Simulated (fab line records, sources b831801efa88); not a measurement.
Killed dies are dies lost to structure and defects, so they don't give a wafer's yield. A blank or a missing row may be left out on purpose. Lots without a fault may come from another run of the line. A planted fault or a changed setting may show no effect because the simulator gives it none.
Tool commonality check | flow gf180mcu | 13 lots, 39 wafers sampled

WHY IT WAS OPENED
At GF_V5_THK_MEAS_03 the reading V5_CVD_02_THK is flagged on 2 of 13 lots. Wafers without a fault read 1453 nm, standard deviation 17.
Rule: a lot is flagged when every wafer of it that has a number lies more than 4 standard deviations from that mean, or none has a number. The other lots count as sound.

lot  | measured     | on            | V5_CVD_02_THK (nm), wafer by wafer | flag
L972 | day 26 00:35 | film_metro-04 | 1460 1443 1468                     |
L973 | day 26 14:02 | film_metro-03 | 1428 1468 1458                     |
L974 | day 26 15:40 | film_metro-03 | 1485 1471 1454                     |
L975 | day 27 09:32 | film_metro-01 | 1468 1444 1460                     |
L979 | day 28 11:46 | film_metro-01 | 1461 1450 1481                     |
L977 | day 28 12:50 | film_metro-04 | 1452 1477 1448                     |
L978 | day 28 13:10 | film_metro-03 | 1438 1457 1469                     |
L985 | day 30 18:53 | film_metro-01 | 1443 1450 1447                     |
L986 | day 30 22:26 | film_metro-04 | 2644 2650 2687                     | FLAGGED
L989 | day 31 17:50 | film_metro-04 | 1448 1434 1439                     |
L988 | day 31 19:50 | film_metro-03 | 2643 2652 2663                     | FLAGGED
L990 | day 31 20:59 | film_metro-01 | 1433 1457 1473                     |
L994 | day 32 18:05 | film_metro-01 | 1434 1430 1431                     |
The numbers of the flagged lots are 2656 nm on average: +1204 nm against the usual, or +71 standard deviations.

WHICH TOOL RAN EACH LOT
The record holds 1 process step before the reading, out of a route of 602 steps. In each cell: the tool, then ch and the chambers that the sampled wafers went through, then the start.
lot  | flag    | GF_V5_CVD_02
L972 |         | pecvd-04 ch 0,2, day 26 00:28
L973 |         | pecvd-04 ch 0,1, day 26 13:55
L974 |         | pecvd-02 ch 0,1,2, day 26 15:33
L975 |         | pecvd-02 ch 0,1,2, day 27 09:26
L979 |         | pecvd-04 ch 0,1,2, day 28 11:39
L977 |         | pecvd-04 ch 0,1,2, day 28 12:44
L978 |         | pecvd-03 ch 1,2, day 28 13:02
L985 |         | pecvd-04 ch 1,2, day 30 18:46
L986 | FLAGGED | pecvd-04 ch 0,2, day 30 22:19
L989 |         | pecvd-02 ch 0,1, day 31 17:44
L988 | FLAGGED | pecvd-04 ch 0,1, day 31 19:43
L990 |         | pecvd-03 ch 0,1,2, day 31 20:51
L994 |         | pecvd-03 ch 0,1,2, day 32 17:59
What these steps do:
- GF_V5_CVD_02: deposits SiO2 from TEOS, target thk 1450 nm, time 163.28 s.
- GF_V5_THK_MEAS_03

FLAGGED OVER TOTAL, TOOL BY TOOL (the gauges that took the reading come last)
step              | tool          | lots run | flagged | share of the flagged lots | sound lots run after its first flagged lot
GF_V5_CVD_02      | pecvd-02      | 3        | 0       | none                      | -
GF_V5_CVD_02      | pecvd-03      | 3        | 0       | none                      | -
GF_V5_CVD_02      | pecvd-04      | 7        | 2       | all                       | 0
GF_V5_THK_MEAS_03 | film_metro-01 | 5        | 0       | none                      | -
GF_V5_THK_MEAS_03 | film_metro-03 | 4        | 1       | some                      | 0
GF_V5_THK_MEAS_03 | film_metro-04 | 4        | 1       | some                      | 1 (L989)

WHAT THE TABLE ALLOWS
1 row of the table ran every flagged lot: pecvd-04 at GF_V5_CVD_02.
- pecvd-04 at GF_V5_CVD_02: 2 of its 7 lots flagged. Its last sound lot is L985 (day 30 18:46), its first flagged lot L986 (day 30 22:19): a fault that began between those two fits.
One tool is left: pecvd-04 at GF_V5_CVD_02.

WHAT THE SIMULATOR HAD PUT IN
Process parameter drift: pecvd-04, from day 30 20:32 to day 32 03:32, at GF_V5_CVD_02. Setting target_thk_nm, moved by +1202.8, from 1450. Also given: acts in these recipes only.
Lots struck among those shown: L986, L988. The rule above found the same.
